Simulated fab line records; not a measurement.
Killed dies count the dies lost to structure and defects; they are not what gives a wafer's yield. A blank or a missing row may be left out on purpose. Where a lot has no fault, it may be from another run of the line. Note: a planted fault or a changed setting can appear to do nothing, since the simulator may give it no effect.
The same fault as seen by 2 desks ; flow sky130 ; each desk holds nothing but its own numbers, with what lay behind them at the end

== AT THE METROLOGY DESK ==
What the gauges read for every lot (on any tool): the sampled wafers with a number, averaged. A lot is out of limits, marked OUT, if its mean lies more than 4 standard deviations from the usual mean; the brackets give that distance.
Columns: A = cd_nm at SKY_CONTACT_CD_MEAS_14, usual 169.9 nm; B = CONTACT_W_RS at SKY_CONTACT_RS_MEAS_25, usual 0.3373 ohm/sq
lot;first seen here;A;B
L199;day 32 05:17;168.8;0.3386
L198;day 32 11:23;169.4;0.3363
L201;day 32 19:05;172.1;0.3384
L200;day 33 00:45;168.9;0.3379
L202;day 33 11:10;169.1;0.3390
L207;day 35 02:14;170.2;0.3344
L208;day 35 04:15;170.6;0.3351
L210;day 35 07:14;171.4;0.3339
L213;day 36 22:22;170.4;0.3359
L216;day 37 14:23;171.3;0.3349
L217;day 37 14:47;172.2;0.3369
L219;day 38 04:50;168.7;0.3382
L218;day 38 07:11;169.1;0.3385
L220;day 38 20:43;171.4;0.3353
This desk found nothing out of limits on any of the 14 lots.

== AT THE TOOL OWNER'S DESK: litho_track-01 ==
The tool's own readings at SKY_CONTACT_DEVELOP_13 (develop time 60 s): means of the sampled wafers that have a number, for each lot that ran on this tool. A lot is out of limits, marked OUT, if its mean lies more than 4 standard deviations from the usual mean; the brackets give that distance.
Columns: A = chill_plate_temp_C at SKY_CONTACT_DEVELOP_13, usual 22.98 C; B = developer_temp_C at SKY_CONTACT_DEVELOP_13, usual 20.98 C
lot;first seen here;A;B
L198;day 32 11:00;23.10;21.09
L202;day 33 11:00;23.08;20.97
L208;day 35 04:00;22.97;21.59 (+5.5) OUT
L210;day 35 07:00;23.07;21.60 (+5.7) OUT
L218;day 38 07:00;23.05;21.06
This desk's finding: out of limits on L208, L210; first on L208, day 35 04:00 (developer_temp_C at SKY_CONTACT_DEVELOP_13). Within limits: L198, L202, L218.

== PUT TOGETHER ==
The tool owner's desk had the chance to raise an alarm at day 35 04:00 on L208, L210.
At the metrology desk, nothing out of limits was observed.
The metrology desk holds a record of L208, L210, inside its limits.
Every lot named ran SKY_CONTACT_DEVELOP_13 on litho_track-01.

== WHAT WAS PUT IN BY THE SIMULATOR ==
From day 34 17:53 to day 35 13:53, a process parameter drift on litho_track-01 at SKY_CONTACT_DEVELOP_13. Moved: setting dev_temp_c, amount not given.
Lots struck among those shown: L208, L210.
Time in hours from fault onset to the first out-of-limits reading at each desk: the tool owner's desk, 10.
